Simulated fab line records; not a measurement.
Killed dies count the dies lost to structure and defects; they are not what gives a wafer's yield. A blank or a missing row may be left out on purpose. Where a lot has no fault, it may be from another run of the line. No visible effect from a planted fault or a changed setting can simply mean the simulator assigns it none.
Which tool was responsible? || flow sky130 || 12 lots, 36 wafers sampled, at 4 steps of a route of 708

WHAT THE GAUGES READ, wafer by wafer
SKY_CAP2M_THK_MEAS_01. Usual: for CAP2M_CVD_00_THK the level is 15.42 nm and the standard deviation is 0.29.
{"lot": "L740", "measured": "day 39 20:14", "on": "film-metro-02", "CAP2M_CVD_00_THK (nm)": "15.66 15.97 16.01", "flag": ""}
{"lot": "L741", "measured": "day 40 07:50", "on": "film-metro-02", "CAP2M_CVD_00_THK (nm)": "15.43 15.40 15.53", "flag": ""}
{"lot": "L742", "measured": "day 40 11:45", "on": "film-metro-03", "CAP2M_CVD_00_THK (nm)": "15.52 15.68 15.41", "flag": ""}
{"lot": "L744", "measured": "day 41 08:01", "on": "film-metro-02", "CAP2M_CVD_00_THK (nm)": "15.23 15.35 15.39", "flag": ""}
{"lot": "L746", "measured": "day 42 01:05", "on": "film-metro-03", "CAP2M_CVD_00_THK (nm)": "15.67 15.24 16.04", "flag": ""}
{"lot": "L747", "measured": "day 42 02:26", "on": "film-metro-04", "CAP2M_CVD_00_THK (nm)": "15.36 15.45 15.21", "flag": ""}
{"lot": "L748", "measured": "day 43 01:07", "on": "film-metro-04", "CAP2M_CVD_00_THK (nm)": "15.30 15.18 15.53", "flag": ""}
{"lot": "L750", "measured": "day 43 06:29", "on": "film-metro-04", "CAP2M_CVD_00_THK (nm)": "15.65 15.45 16.06", "flag": ""}
{"lot": "L753", "measured": "day 43 18:56", "on": "film-metro-02", "CAP2M_CVD_00_THK (nm)": "15.64 15.05 15.67", "flag": ""}
{"lot": "L755", "measured": "day 44 11:44", "on": "film-metro-04", "CAP2M_CVD_00_THK (nm)": "14.97 15.32 15.18", "flag": ""}
{"lot": "L756", "measured": "day 44 20:16", "on": "film-metro-02", "CAP2M_CVD_00_THK (nm)": "15.63 15.69 15.40", "flag": ""}
{"lot": "L758", "measured": "day 45 02:34", "on": "film-metro-04", "CAP2M_CVD_00_THK (nm)": "14.90 15.04 15.60", "flag": ""}

SKY_PASSIVATION_THK_MEAS_01. Usual: for PASSIVATION_CVD_00_THK the level is 89.6 nm and the standard deviation is 1.3.
{"lot": "L740", "measured": "day 43 22:11", "on": "film-metro-04", "PASSIVATION_CVD_00_THK (nm)": "90.8 90.3 90.9", "flag": ""}
{"lot": "L741", "measured": "day 44 10:28", "on": "film-metro-01", "PASSIVATION_CVD_00_THK (nm)": "89.7 89.8 90.8", "flag": ""}
{"lot": "L742", "measured": "day 44 13:10", "on": "film-metro-03", "PASSIVATION_CVD_00_THK (nm)": "90.5 90.4 91.5", "flag": ""}
{"lot": "L744", "measured": "day 45 08:26", "on": "film-metro-03", "PASSIVATION_CVD_00_THK (nm)": "90.5 89.9 91.6", "flag": ""}
{"lot": "L746", "measured": "day 45 21:07", "on": "film-metro-01", "PASSIVATION_CVD_00_THK (nm)": "89.2 89.0 91.7", "flag": ""}
{"lot": "L747", "measured": "day 45 22:49", "on": "film-metro-04", "PASSIVATION_CVD_00_THK (nm)": "88.2 90.9 90.0", "flag": ""}
{"lot": "L748", "measured": "day 46 17:17", "on": "film-metro-04", "PASSIVATION_CVD_00_THK (nm)": "90.3 90.0 91.3", "flag": ""}
{"lot": "L750", "measured": "day 47 03:30", "on": "film-metro-01", "PASSIVATION_CVD_00_THK (nm)": "88.7 88.0 87.8", "flag": ""}
{"lot": "L753", "measured": "day 47 11:33", "on": "film-metro-04", "PASSIVATION_CVD_00_THK (nm)": "87.9 89.6 89.9", "flag": ""}
{"lot": "L755", "measured": "day 48 04:52", "on": "film-metro-04", "PASSIVATION_CVD_00_THK (nm)": "88.1 90.4 90.7", "flag": ""}
{"lot": "L756", "measured": "day 48 09:32", "on": "film-metro-03", "PASSIVATION_CVD_00_THK (nm)": "90.0 89.6 90.6", "flag": ""}
{"lot": "L758", "measured": "day 48 13:16", "on": "film-metro-03", "PASSIVATION_CVD_00_THK (nm)": "89.1 89.9 89.3", "flag": ""}

TOOL THAT RAN EACH LOT (tool first, then ch and the chambers of the sampled wafers, then the start)
{"lot": "L740", "SKY_VIA1_CVD_21": "cvd-w-02 ch 0,1, day 33 23:19", "SKY_CAP2M_STRIP_14": "plasma-asher-02 ch 0,1, day 40 20:02"}
{"lot": "L741", "SKY_VIA1_CVD_21": "cvd-w-01 ch 0,1, day 34 13:19", "SKY_CAP2M_STRIP_14": "plasma-asher-03 ch 0,1, day 41 08:30"}
{"lot": "L742", "SKY_VIA1_CVD_21": "cvd-w-02 ch 0,1, day 34 15:15", "SKY_CAP2M_STRIP_14": "plasma-asher-02 ch 0,1, day 41 11:16"}
{"lot": "L744", "SKY_VIA1_CVD_21": "cvd-w-01 ch 0,1, day 35 14:55", "SKY_CAP2M_STRIP_14": "plasma-asher-02 ch 0,1, day 42 07:50"}
{"lot": "L746", "SKY_VIA1_CVD_21": "cvd-w-01 ch 0,1, day 36 08:31", "SKY_CAP2M_STRIP_14": "plasma-asher-03 ch 1, day 43 00:15"}
{"lot": "L747", "SKY_VIA1_CVD_21": "cvd-w-02 ch 0,1, day 36 11:46", "SKY_CAP2M_STRIP_14": "plasma-asher-04 ch 0, day 43 01:23"}
{"lot": "L748", "SKY_VIA1_CVD_21": "cvd-w-02 ch 0,1, day 37 15:15", "SKY_CAP2M_STRIP_14": "plasma-asher-02 ch 0,1, day 44 00:02"}
{"lot": "L750", "SKY_VIA1_CVD_21": "cvd-w-02 ch 0,1, day 37 20:52", "SKY_CAP2M_STRIP_14": "plasma-asher-02 ch 0,1, day 44 05:05"}
{"lot": "L753", "SKY_VIA1_CVD_21": "cvd-w-02 ch 0,1, day 38 10:11", "SKY_CAP2M_STRIP_14": "plasma-asher-02 ch 0,1, day 44 16:50"}
{"lot": "L755", "SKY_VIA1_CVD_21": "cvd-w-02 ch 0, day 39 03:16", "SKY_CAP2M_STRIP_14": "plasma-asher-04 ch 0, day 45 09:53"}
{"lot": "L756", "SKY_VIA1_CVD_21": "cvd-w-02 ch 0,1, day 39 15:12", "SKY_CAP2M_STRIP_14": "plasma-asher-02 ch 0,1, day 45 17:23"}
{"lot": "L758", "SKY_VIA1_CVD_21": "cvd-w-02 ch 0,1, day 39 22:59", "SKY_CAP2M_STRIP_14": "plasma-asher-04 ch 1, day 45 23:32"}
- SKY_VIA1_CVD_21: deposits W, target thk 270 nm, time 80.902 s.
- SKY_CAP2M_STRIP_14: strips in O2/N2.

AS READ BY THE TOOLS THEMSELVES (means over the sampled wafers that have a number; for cases with no such wafer, the mark the record gives instead)
SKY_VIA1_CVD_21. Usual: chamber-pressure-Torr 40.00 Torr, standard deviation 0.085; heater-power-outer-w 576 W, standard deviation 76; heater-power-w 900 W, standard deviation 130.
{"lot": "L740", "tool": "cvd-w-02", "chamber-pressure-Torr (Torr)": 39.96, "heater-power-outer-w (W)": 615, "heater-power-w (W)": 933, "flag": ""}
{"lot": "L741", "tool": "cvd-w-01", "chamber-pressure-Torr (Torr)": 40.04, "heater-power-outer-w (W)": 571, "heater-power-w (W)": 954, "flag": ""}
{"lot": "L742", "tool": "cvd-w-02", "chamber-pressure-Torr (Torr)": 39.96, "heater-power-outer-w (W)": 618, "heater-power-w (W)": 938, "flag": ""}
{"lot": "L744", "tool": "cvd-w-01", "chamber-pressure-Torr (Torr)": 39.90, "heater-power-outer-w (W)": 565, "heater-power-w (W)": 958, "flag": ""}
{"lot": "L746", "tool": "cvd-w-01", "chamber-pressure-Torr (Torr)": 39.99, "heater-power-outer-w (W)": 574, "heater-power-w (W)": 970, "flag": ""}
{"lot": "L747", "tool": "cvd-w-02", "chamber-pressure-Torr (Torr)": 39.93, "heater-power-outer-w (W)": 548, "heater-power-w (W)": 846, "flag": ""}
{"lot": "L748", "tool": "cvd-w-02", "chamber-pressure-Torr (Torr)": 39.98, "heater-power-outer-w (W)": 559, "heater-power-w (W)": 848, "flag": ""}
{"lot": "L750", "tool": "cvd-w-02", "chamber-pressure-Torr (Torr)": 39.95, "heater-power-outer-w (W)": 607, "heater-power-w (W)": 944, "flag": ""}
{"lot": "L753", "tool": "cvd-w-02", "chamber-pressure-Torr (Torr)": 39.96, "heater-power-outer-w (W)": 621, "heater-power-w (W)": 941, "flag": ""}
{"lot": "L755", "tool": "cvd-w-02", "chamber-pressure-Torr (Torr)": 40.09, "heater-power-outer-w (W)": 669, "heater-power-w (W)": 1029, "flag": ""}
{"lot": "L756", "tool": "cvd-w-02", "chamber-pressure-Torr (Torr)": 39.97, "heater-power-outer-w (W)": 555, "heater-power-w (W)": 851, "flag": ""}
{"lot": "L758", "tool": "cvd-w-02", "chamber-pressure-Torr (Torr)": 40.05, "heater-power-outer-w (W)": 613, "heater-power-w (W)": 922, "flag": ""}

SKY_CAP2M_STRIP_14. Usual: drypump-motor-current-A 6.0 A, standard deviation 0.5; oes-product-au 0.710 a.u., standard deviation 0.0044; strip-time-to-endpoint-s 12.64 s, standard deviation 0.053.
{"lot": "L740", "tool": "plasma-asher-02", "drypump-motor-current-A (A)": 6.2, "oes-product-au (a.u.)": 0.712, "strip-time-to-endpoint-s (s)": 12.59, "flag": ""}
{"lot": "L741", "tool": "plasma-asher-03", "drypump-motor-current-A (A)": 5.5, "oes-product-au (a.u.)": 0.708, "strip-time-to-endpoint-s (s)": 12.71, "flag": ""}
{"lot": "L742", "tool": "plasma-asher-02", "drypump-motor-current-A (A)": 6.2, "oes-product-au (a.u.)": 0.713, "strip-time-to-endpoint-s (s)": 12.68, "flag": ""}
{"lot": "L744", "tool": "plasma-asher-02", "drypump-motor-current-A (A)": 6.0, "oes-product-au (a.u.)": 0.707, "strip-time-to-endpoint-s (s)": 12.67, "flag": ""}
{"lot": "L746", "tool": "plasma-asher-03", "drypump-motor-current-A (A)": 5.3, "oes-product-au (a.u.)": 0.711, "strip-time-to-endpoint-s (s)": 12.55, "flag": ""}
{"lot": "L747", "tool": "plasma-asher-04", "drypump-motor-current-A (A)": 6.8, "oes-product-au (a.u.)": 0.708, "strip-time-to-endpoint-s (s)": 12.68, "flag": ""}
{"lot": "L748", "tool": "plasma-asher-02", "drypump-motor-current-A (A)": 6.0, "oes-product-au (a.u.)": 0.715, "strip-time-to-endpoint-s (s)": 12.60, "flag": ""}
{"lot": "L750", "tool": "plasma-asher-02", "drypump-motor-current-A (A)": 6.1, "oes-product-au (a.u.)": 0.710, "strip-time-to-endpoint-s (s)": 12.68, "flag": ""}
{"lot": "L753", "tool": "plasma-asher-02", "drypump-motor-current-A (A)": 6.0, "oes-product-au (a.u.)": 0.708, "strip-time-to-endpoint-s (s)": 12.66, "flag": ""}
{"lot": "L755", "tool": "plasma-asher-04", "drypump-motor-current-A (A)": 6.8, "oes-product-au (a.u.)": 0.712, "strip-time-to-endpoint-s (s)": 12.67, "flag": ""}
{"lot": "L756", "tool": "plasma-asher-02", "drypump-motor-current-A (A)": 6.2, "oes-product-au (a.u.)": 0.710, "strip-time-to-endpoint-s (s)": 12.65, "flag": ""}
{"lot": "L758", "tool": "plasma-asher-04", "drypump-motor-current-A (A)": 5.3, "oes-product-au (a.u.)": 0.709, "strip-time-to-endpoint-s (s)": 12.57, "flag": ""}

THE ANSWER, worked out from the rows above alone
Rule: a lot counts as off when the mean over its wafers that have a number is more than 3 standard deviations away from the usual mean. Also off: a lot with no number at a reading for which 4 or more lots have one. All remaining lots with rows at the step are treated as sound. Order of review: gauges by route order, followed by the tools' own readings, for which a lot's mean as printed above is used. The first step at which some lot is off is used, and at that step the reading that is off furthest; a lot without a number counts as furthest.
No lot is off at any reading shown: from this, nothing can be told.

WHAT THE SIMULATOR HAD PUT IN
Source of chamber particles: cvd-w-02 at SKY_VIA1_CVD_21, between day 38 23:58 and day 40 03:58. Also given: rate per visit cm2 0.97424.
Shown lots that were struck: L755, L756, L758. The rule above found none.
